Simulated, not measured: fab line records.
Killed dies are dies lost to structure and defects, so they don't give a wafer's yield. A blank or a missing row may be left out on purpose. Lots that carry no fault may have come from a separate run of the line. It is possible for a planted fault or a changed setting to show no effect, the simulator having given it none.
fab line records + flow gf180mcu
record:
- lots: 13
- wafers: 39
- lastDay: 34
route steps=602 shown STI@26 MVPSD@87 M1@319 V1@351
lots with no fault: from the same line, run without faults
startH: hours from the record's opening day to when the first of the lot's shown wafers began + waitH: hours elapsed since this lot's preceding step + " repeats the value in the row above + L1.1+2: a single row standing in for several wafers + - no value present, or no start provided + * or withheld: withheld + < > ~ a bound
route shown NAME@n: names a module that has steps shown in the file, with the first one's number in the route + usual: mean/standard deviation of fault-free wafers + same: alike in all rows + chamber/n: place in a boat + sites: each site's reading + _std_site: standard deviation across them + _edge_site: outer sites' mean less inner sites' + radiusMm: for every site, how far away it sits from the centre of the wafer + mask NAME#n: copy n + behind: the last tool/chamber to shape the wafer + hold: why the lot was held/for how many hours/how that ended + device: whichever transistor did not switch (one of n, p or np) + end of line: tests of these same wafers at the route's end + for a step that has no rows: nothing shown but its recipe + killed: count of dies lost to structure and defects at first sort (not the wafer's yield) + map: the dies of a wafer, with x for killed, . for not killed, _ for no die there
set.NAME: setting as actually run; set.NAME@STEP: the setting as run at that earlier step + model.NAME: the simulator's own value behind a step, which no gauge read
route steps across a sampled set of lots; one table per step, one row per wafer
services: when a tool's chamber went out of use (startH, in hours from the record's first day, below 0 if earlier), for how many hours, and the reason
== steps ==
step: GF_STI_CMP_25
recipe:
- stopOn: Si3N4
- tOverpolishS: 33
- downForcePsi: 4
- platenRpm: 60
- targetThkNm: 524.6
- padVelocityMS: 0.94248
usual:
- motorCurrentA: 11.2/1.1
- overpolishRunS: 33.000/0.011
- timeToEndpointS: 125.8/3
| lot.wafer | tool   | chamber | startH | waitH | motorCurrentA | overpolishRunS | timeToEndpointS |
|-----------|--------|---------|--------|-------|---------------|----------------|-----------------|
| L748.2    | cmp-01 | 3       | 28.20  | 0.0   | 11.6          | 33.015         | 119.3           |
| L748.1    | "      | 0       | "      | "     | 11.5          | 32.984         | 124.9           |
| L748.3    | "      | 2       | "      | "     | 12.9          | 32.995         | 125.4           |
| L750.1    | cmp-02 | 1       | 37.89  | 0.1   | 12.1          | 32.980         | 121.8           |
| L750.4    | "      | 3       | "      | "     | 9.0           | 33.017         | 122.8           |
| L750.5    | "      | 1       | "      | "     | 12.2          | 33.015         | 124.5           |
| L751.1    | cmp-02 | 1       | 43.36  | 0.1   | 11.6          | 32.991         | 127.9           |
| L751.2    | "      | 0       | "      | "     | 11.9          | 33.003         | 127.8           |
| L751.6    | "      | 1       | "      | "     | 11.4          | 33.003         | 128.1           |
| L752.1    | cmp-02 | 1       | 48.43  | 0.1   | 11.8          | 32.982         | 127.8           |
| L752.3    | "      | 2       | "      | "     | 10.2          | 32.991         | 123.4           |
| L752.6    | "      | 0       | "      | "     | 12.3          | 32.997         | 124.6           |
| L753.4    | cmp-01 | 0       | 53.10  | 0.1   | 12.2          | 33.007         | 123.8           |
| L753.2    | "      | 1       | "      | "     | 10.2          | 32.995         | 126.3           |
| L753.5    | "      | 3       | "      | "     | 11.7          | 33.001         | 123.5           |
| L757.2    | cmp-02 | 2       | 74.42  | 0.2   | 10.6          | 33.007         | 131.2           |
| L757.5    | "      | 3       | "      | "     | 9.3           | 33.003         | 129.7           |
| L757.6    | "      | 0       | "      | "     | 12.2          | 32.982         | 128.2           |
| L758.2    | cmp-02 | 1       | 79.30  | 0.2   | 12.5          | 32.975         | 130.7           |
| L758.6    | "      | 2       | "      | "     | 9.8           | 33.002         | 128.8           |
| L758.5    | "      | 3       | "      | "     | 9.5           | 32.998         | 130.5           |
| L762.4    | cmp-02 | 1       | 100.68 | 0.1   | 12.3          | 33.015         | 126.1           |
| L762.1    | "      | 3       | "      | "     | 9.0           | 33.008         | 124.3           |
| L762.6    | "      | 0       | "      | "     | 11.6          | 33.003         | 127.1           |
| L764.4    | cmp-01 | 3       | 111.27 | 0.1   | 12.2          | 33.008         | 124.1           |
| L764.6    | "      | 1       | "      | "     | 10.7          | 33.001         | 122.0           |
| L764.5    | "      | 2       | "      | "     | 13.5          | 32.984         | 130.7           |
| L765.1    | cmp-01 | 3       | 115.88 | 0.1   | 11.9          | 32.985         | 127.6           |
| L765.4    | "      | 2       | "      | "     | 12.1          | 33.019         | 128.8           |
| L765.6    | "      | 3       | "      | "     | 12.1          | 32.980         | 123.7           |
| L767.4    | cmp-02 | 1       | 124.64 | 0.0   | 12.3          | 32.980         | 125.3           |
| L767.3    | "      | 0       | "      | "     | 12.1          | 32.998         | 124.9           |
| L767.5    | "      | 2       | "      | "     | 10.4          | 33.005         | 125.9           |
| L770.3    | cmp-02 | 3       | 141.78 | 0.1   | 9.3           | 32.990         | 123.9           |
| L770.2    | "      | 1       | "      | "     | 12.2          | 33.013         | 128.0           |
| L770.5    | "      | 3       | "      | "     | 9.1           | 32.994         | 127.3           |
| L771.1    | cmp-01 | 1       | 146.51 | 0.1   | 9.9           | 32.996         | 128.0           |
| L771.5    | "      | 0       | "      | "     | 11.3          | 33.006         | 129.2           |
| L771.6    | "      | 1       | "      | "     | 10.0          | 32.972         | 128.0           |
step: GF_MVPSD_IMPLANT_09
recipe:
- species: B
- energyKev: 40
- doseCm2: 5e+12
- tiltDeg: 0
usual:
- doseIonsCm2: 5e+12/5.1e+09
- faradayCurrentUA: 28.2/0.52
| lot.wafer | tool         | chamber | startH | waitH | doseIonsCm2 | faradayCurrentUA |
|-----------|--------------|---------|--------|-------|-------------|------------------|
| L748.1    | implanter-01 | 0       | 94.79  | 0.1   | 5.006e+12   | 27.7             |
| L748.2    | "            | 0       | "      | "     | 5.004e+12   | 28.3             |
| L748.3    | "            | 0       | "      | "     | 5e+12       | 29.4             |
| L750.1    | implanter-03 | 0       | 108.62 | 0.1   | 4.983e+12   | 28.2             |
| L750.4    | "            | 0       | "      | "     | 4.989e+12   | 28.5             |
| L750.5    | "            | 0       | "      | "     | 4.996e+12   | 27.9             |
| L751.1    | implanter-02 | 0       | 114.89 | 0.1   | 5.008e+12   | 28.5             |
| L751.2    | "            | 0       | "      | "     | 4.998e+12   | 28.2             |
| L751.6    | "            | 0       | "      | "     | 4.997e+12   | 27.7             |
| L752.1    | implanter-01 | 0       | 119.92 | 0.1   | 4.992e+12   | 29.0             |
| L752.3    | "            | 0       | "      | "     | 4.997e+12   | 28.9             |
| L752.6    | "            | 0       | "      | "     | 4.993e+12   | 27.9             |
| L753.2    | implanter-02 | 0       | 126.51 | 0.1   | 4.996e+12   | 28.2             |
| L753.4    | "            | 0       | "      | "     | 4.994e+12   | 28.1             |
| L753.5    | "            | 0       | "      | "     | 4.998e+12   | 28.5             |
| L757.2    | implanter-02 | 0       | 152.24 | 0.1   | 5.01e+12    | 28.0             |
| L757.5    | "            | 0       | "      | "     | 5.007e+12   | 28.0             |
| L757.6    | "            | 0       | "      | "     | 5.005e+12   | 28.5             |
| L758.2    | implanter-02 | 0       | 158.71 | 0.1   | 6.737e+12   | 36.9             |
| L758.5    | "            | 0       | "      | "     | 6.735e+12   | 38.3             |
| L758.6    | "            | 0       | "      | "     | 6.733e+12   | 37.6             |
| L762.1    | implanter-02 | 0       | 181.46 | 0.1   | 6.746e+12   | 38.6             |
| L762.4    | "            | 0       | "      | "     | 6.741e+12   | 37.7             |
| L762.6    | "            | 0       | "      | "     | 6.752e+12   | 38.9             |
| L764.4    | implanter-01 | 0       | 193.99 | 0.1   | 5.004e+12   | 28.0             |
| L764.5    | "            | 0       | "      | "     | 5.003e+12   | 27.8             |
| L764.6    | "            | 0       | "      | "     | 5e+12       | 27.6             |
| L765.1    | implanter-01 | 0       | 199.42 | 0.1   | 4.998e+12   | 28.2             |
| L765.4    | "            | 0       | "      | "     | 4.996e+12   | 28.7             |
| L765.6    | "            | 0       | "      | "     | 4.994e+12   | 28.7             |
| L767.3    | implanter-01 | 0       | 211.23 | 0.1   | 5.002e+12   | 27.3             |
| L767.4    | "            | 0       | "      | "     | 5.004e+12   | 27.8             |
| L767.5    | "            | 0       | "      | "     | 5.001e+12   | 28.8             |
| L770.2    | implanter-01 | 0       | 228.69 | 0.1   | 4.995e+12   | 28.6             |
| L770.3    | "            | 0       | "      | "     | 4.999e+12   | 28.3             |
| L770.5    | "            | 0       | "      | "     | 4.987e+12   | 29.1             |
| L771.1    | implanter-03 | 0       | 234.73 | 0.1   | 5.002e+12   | 28.6             |
| L771.5    | "            | 0       | "      | "     | 5.002e+12   | 27.6             |
| L771.6    | "            | 0       | "      | "     | 4.997e+12   | 27.8             |
step: GF_VT_IMPLANT_RS_MEAS_49
recipe:
- thkMeasGauge: four-point-probe
usual:
- MVPSD_RS: 1170.2/3
| lot.wafer | tool         | chamber | startH | waitH | MVPSD_RS[ohm/sq] |
|-----------|--------------|---------|--------|-------|------------------|
| L748.1    | filmMetro-02 | -       | 155.91 | 0.1   | 1171.7           |
| L748.2    | "            | -       | "      | "     | 1172.5           |
| L748.3    | "            | -       | "      | "     | 1170.4           |
| L750.1    | filmMetro-03 | -       | 172.31 | 0.1   | 1167.7           |
| L750.4    | "            | -       | "      | "     | 1163.5           |
| L750.5    | "            | -       | "      | "     | 1165.2           |
| L751.1    | filmMetro-02 | -       | 178.48 | 0.1   | 1172.5           |
| L751.2    | "            | -       | "      | "     | 1169.5           |
| L751.6    | "            | -       | "      | "     | 1168.8           |
| L752.1    | filmMetro-02 | -       | 186.59 | 0.1   | 1169.9           |
| L752.3    | "            | -       | "      | "     | 1169.3           |
| L752.6    | "            | -       | "      | "     | 1170.2           |
| L753.2    | filmMetro-04 | -       | 192.41 | 0.1   | 1169.0           |
| L753.4    | "            | -       | "      | "     | 1169.2           |
| L753.5    | "            | -       | "      | "     | 1170.7           |
| L757.2    | filmMetro-03 | -       | 220.91 | 0.1   | 1171.7           |
| L757.5    | "            | -       | "      | "     | 1169.2           |
| L757.6    | "            | -       | "      | "     | 1170.6           |
| L758.2    | filmMetro-02 | -       | 226.82 | 0.1   | 1104.7           |
| L758.5    | "            | -       | "      | "     | 1101.7           |
| L758.6    | "            | -       | "      | "     | 1101.3           |
| L762.1    | filmMetro-03 | -       | 252.55 | 0.1   | 1103.6           |
| L762.4    | "            | -       | "      | "     | 1103.4           |
| L762.6    | "            | -       | "      | "     | 1104.6           |
| L764.4    | filmMetro-04 | -       | 267.09 | 0.1   | 1170.2           |
| L764.5    | "            | -       | "      | "     | 1169.3           |
| L764.6    | "            | -       | "      | "     | 1173.0           |
| L765.1    | filmMetro-02 | -       | 272.43 | 0.1   | 1169.5           |
| L765.4    | "            | -       | "      | "     | 1169.5           |
| L765.6    | "            | -       | "      | "     | 1172.0           |
| L767.3    | filmMetro-03 | -       | 285.64 | 0.1   | 1174.8           |
| L767.4    | "            | -       | "      | "     | 1172.2           |
| L767.5    | "            | -       | "      | "     | 1171.7           |
| L770.2    | filmMetro-03 | -       | 305.65 | 0.1   | 1169.1           |
| L770.3    | "            | -       | "      | "     | 1168.8           |
| L770.5    | "            | -       | "      | "     | 1169.1           |
| L771.1    | filmMetro-04 | -       | 312.98 | 0.1   | 1171.6           |
| L771.5    | "            | -       | "      | "     | 1175.6           |
| L771.6    | "            | -       | "      | "     | 1171.0           |
step: GF_M1_SPUTTER_04
recipe:
- material: TiN
- targetThkNm: 50
- powerW: 6500
- timeS: 41.7
- chamberPressurePa: 0.4
usual:
- throttleValvePct: 30.2/1
same:
- timeS: 41.7
| lot.wafer | tool          | chamber | startH | waitH | throttleValvePct |
|-----------|---------------|---------|--------|-------|------------------|
| L748.1    | pvdSputter-03 | -       | 360.55 | 0.0   | 29.4             |
| L748.2    | "             | -       | "      | "     | 31.9             |
| L748.3    | "             | -       | "      | "     | 31.3             |
| L750.1    | pvdSputter-04 | -       | 382.80 | 0.0   | 28.8             |
| L750.4    | "             | -       | "      | "     | 29.9             |
| L750.5    | "             | -       | "      | "     | 29.0             |
| L751.1    | pvdSputter-03 | -       | 388.13 | 0.0   | 30.8             |
| L751.2    | "             | -       | "      | "     | 32.0             |
| L751.6    | "             | -       | "      | "     | 31.8             |
| L752.1    | pvdSputter-04 | -       | 400.41 | 0.0   | 29.0             |
| L752.3    | "             | -       | "      | "     | 28.8             |
| L752.6    | "             | -       | "      | "     | 28.8             |
| L753.2    | pvdSputter-03 | -       | 408.55 | 0.0   | 31.1             |
| L753.4    | "             | -       | "      | "     | 29.1             |
| L753.5    | "             | -       | "      | "     | 31.2             |
| L757.2    | pvdSputter-03 | -       | 450.71 | 0.0   | 31.6             |
| L757.5    | "             | -       | "      | "     | 31.5             |
| L757.6    | "             | -       | "      | "     | 30.9             |
| L758.2    | pvdSputter-02 | -       | 459.45 | 0.0   | 29.3             |
| L758.5    | "             | -       | "      | "     | 29.0             |
| L758.6    | "             | -       | "      | "     | 30.3             |
| L762.1    | pvdSputter-02 | -       | 491.85 | 0.0   | 30.6             |
| L762.4    | "             | -       | "      | "     | 29.2             |
| L762.6    | "             | -       | "      | "     | 30.6             |
| L764.4    | pvdSputter-02 | -       | 513.52 | 0.0   | 30.3             |
| L764.5    | "             | -       | "      | "     | 28.9             |
| L764.6    | "             | -       | "      | "     | 30.5             |
| L765.1    | pvdSputter-03 | -       | 515.45 | 0.0   | 31.7             |
| L765.4    | "             | -       | "      | "     | 29.2             |
| L765.6    | "             | -       | "      | "     | 30.9             |
| L767.3    | pvdSputter-03 | -       | 531.77 | 0.0   | 31.8             |
| L767.4    | "             | -       | "      | "     | 29.3             |
| L767.5    | "             | -       | "      | "     | 31.8             |
| L770.2    | pvdSputter-03 | -       | 551.91 | 0.0   | 30.7             |
| L770.3    | "             | -       | "      | "     | 29.3             |
| L770.5    | "             | -       | "      | "     | 32.0             |
| L771.1    | pvdSputter-04 | -       | 558.48 | 0.0   | 29.1             |
| L771.5    | "             | -       | "      | "     | 31.6             |
| L771.6    | "             | -       | "      | "     | 28.6             |
step: GF_V1_ETCH_16
recipe:
- chemistry: N2/H2
- targetDepthA: withheld
- overetchA: withheld
- timeS: withheld
- target: BARC
- ionEnergyEv: 200
- sourceW: 500
- biasW: 100
- pressureMtorr: 30
- n2FlowSccm: 100
- h2FlowSccm: 200
usual:
- drypumpMotorCurrentA: 5.6/0.45
- oesProductAu: 0.854/0.0045
- throttleValvePct: 13.224/0.0088
| lot.wafer | tool       | chamber | startH | waitH | drypumpMotorCurrentA | oesProductAu | throttleValvePct |
|-----------|------------|---------|--------|-------|----------------------|--------------|------------------|
| L748.1    | rieDiel-02 | 3       | 407.93 | 0.0   | 5.3                  | 0.859        | 13.237           |
| L748.2    | "          | 2       | "      | "     | 5.8                  | 0.851        | 13.218           |
| L748.3    | "          | 1       | "      | "     | 6.1                  | 0.853        | 13.222           |
| L750.1    | rieDiel-03 | 2       | 431.03 | 0.0   | 5.5                  | 0.850        | 13.226           |
| L750.4    | "          | 3       | "      | "     | 5.2                  | 0.863        | 13.239           |
| L750.5    | "          | 1       | "      | "     | 5.0                  | 0.860        | 13.230           |
| L751.1    | rieDiel-03 | 3       | 437.33 | 0.0   | 5.2                  | 0.853        | 13.213           |
| L751.2    | "          | 1       | "      | "     | 5.0                  | 0.861        | 13.225           |
| L751.6    | "          | 3       | "      | "     | 5.2                  | 0.856        | 13.230           |
| L752.1    | rieDiel-04 | 3       | 450.38 | 0.0   | 5.3                  | 0.850        | 13.236           |
| L752.3    | "          | 2       | "      | "     | 6.6                  | 0.849        | 13.215           |
| L752.6    | "          | 0       | "      | "     | 5.3                  | 0.858        | 13.222           |
| L753.2    | rieDiel-02 | 1       | 458.47 | 0.0   | 6.2                  | 0.849        | 13.244           |
| L753.4    | "          | 0       | "      | "     | 5.8                  | 0.859        | 13.229           |
| L753.5    | "          | 3       | "      | "     | 5.3                  | 0.854        | 13.218           |
| L757.2    | rieDiel-02 | 3       | 500.22 | 0.0   | 5.3                  | 0.857        | 13.237           |
| L757.5    | "          | 3       | "      | "     | 5.3                  | 0.859        | 13.212           |
| L757.6    | "          | 0       | "      | "     | 5.8                  | 0.847        | 13.232           |
| L758.2    | rieDiel-04 | 0       | 508.72 | 0.0   | 5.3                  | 0.849        | 13.223           |
| L758.5    | "          | 3       | "      | "     | 5.3                  | 0.861        | 13.240           |
| L758.6    | "          | 0       | "      | "     | 5.3                  | 0.858        | 13.228           |
| L762.1    | rieDiel-02 | 1       | 539.53 | 0.0   | 6.2                  | 0.857        | 13.227           |
| L762.4    | "          | 0       | "      | "     | 5.8                  | 0.853        | 13.209           |
| L762.6    | "          | 1       | "      | "     | 6.2                  | 0.856        | 13.223           |
| L764.4    | rieDiel-02 | 1       | 559.88 | 0.0   | 6.2                  | 0.850        | 13.236           |
| L764.5    | "          | 2       | "      | "     | 5.9                  | 0.859        | 13.219           |
| L764.6    | "          | 3       | "      | "     | 5.3                  | 0.858        | 13.239           |
| L765.1    | rieDiel-04 | 3       | 562.43 | 0.0   | 5.3                  | 0.858        | 13.208           |
| L765.4    | "          | 1       | "      | "     | 4.7                  | 0.859        | 13.217           |
| L765.6    | "          | 2       | "      | "     | 6.6                  | 0.840        | 13.218           |
| L767.3    | rieDiel-04 | 0       | 577.32 | 0.0   | 5.3                  | 0.850        | 13.217           |
| L767.4    | "          | 2       | "      | "     | 6.6                  | 0.852        | 13.235           |
| L767.5    | "          | 0       | "      | "     | 5.3                  | 0.854        | 13.229           |
| L770.2    | rieDiel-04 | 1       | 599.43 | 0.0   | 4.7                  | 0.852        | 13.237           |
| L770.3    | "          | 3       | "      | "     | 5.3                  | 0.861        | 13.232           |
| L770.5    | "          | 1       | "      | "     | 4.7                  | 0.852        | 13.220           |
| L771.1    | rieDiel-02 | 1       | 603.28 | 0.0   | 6.2                  | 0.858        | 13.228           |
| L771.5    | "          | 2       | "      | "     | 5.9                  | 0.857        | 13.232           |
| L771.6    | "          | 3       | "      | "     | 5.3                  | 0.857        | 13.221           |
== services ==
| tool          | chamber | startH | hours | kind   |
|---------------|---------|--------|-------|--------|
| cmp-02        | -       | 13.22  | 0.6   | repair |
| rieDiel-02    | 0       | 32.77  | 7.4   | repair |
| rieDiel-02    | 3       | 64.21  | 4.8   | repair |
| rieDiel-02    | 0       | 82.60  | 15.4  | repair |
| implanter-01  | -       | 86.99  | 4.2   | pm     |
| implanter-01  | -       | 91.76  | 0.7   | repair |
| implanter-01  | -       | 99.31  | 6.3   | repair |
| rieDiel-02    | 1       | 125.09 | 16.5  | repair |
| cmp-02        | -       | 163.14 | 8.6   | pm     |
| implanter-01  | -       | 164.34 | 2.6   | repair |
| rieDiel-02    | 2       | 191.09 | 3.0   | repair |
| cmp-02        | -       | 232.00 | 4.0   | pm     |
| cmp-02        | -       | 238.18 | 0.3   | repair |
| implanter-01  | -       | 239.09 | 5.7   | pm     |
| pvdSputter-03 | -       | 241.31 | 4.8   | repair |
| cmp-02        | -       | 300.52 | 5.6   | pm     |
| cmp-02        | -       | 312.13 | 0.5   | repair |
| cmp-02        | -       | 350.40 | 2.1   | repair |
| cmp-02        | -       | 493.21 | 12.0  | pm     |
| cmp-02        | -       | 506.31 | 1.1   | repair |
| cmp-02        | -       | 532.14 | 2.1   | pm     |
| pvdSputter-03 | -       | 558.30 | 1.1   | repair |
| cmp-02        | -       | 572.00 | 4.0   | pm     |
| cmp-02        | -       | 584.14 | 0.7   | repair |
== key ==
firstSign:
- step: GF_MVPSD_IMPLANT_09
- reading: doseIonsCm2
- direction: up
- sigmas: 99+
- usual: 5e+12
- struck: 6.741e+12
effect:
- step: GF_MVPSD_IMPLANT_09
- reading: faradayCurrentUA
- direction: up
- sigmas: 19
- usual: 28.2
- struck: 38.0
effect:
- step: GF_VT_IMPLANT_RS_MEAS_49
- reading: MVPSD_RS
- direction: down
- sigmas: 23
- usual: 1170.2
- struck: 1103.2
metAt GF_MVPSD_IMPLANT_09
struckLots L758,L762
testerLeftOut L758,L762
notActingAt GF_STI_CMP_25,GF_M1_SPUTTER_04,GF_V1_ETCH_16
onsetBetween 152.24 158.71
fault:
- kind: processParameterDrift
- tool: implanter-02
- chamber: -
- onsetH: 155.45
- steps: GF_MVPSD_IMPLANT_09
- channel: doseCm2
- offset: 1.7403e+12
- shape: step
- endH: 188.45
- actsIn: theseRecipesOnly
- stated: 5e+12
testerLeftOut: of these lots the tester's yield and bins aren't shown, on N5 and GAA mostly nor the transistor test; their killed dies are dies lost to structure and defects alone, not to doping, threshold or leakage, so they don't give the yield
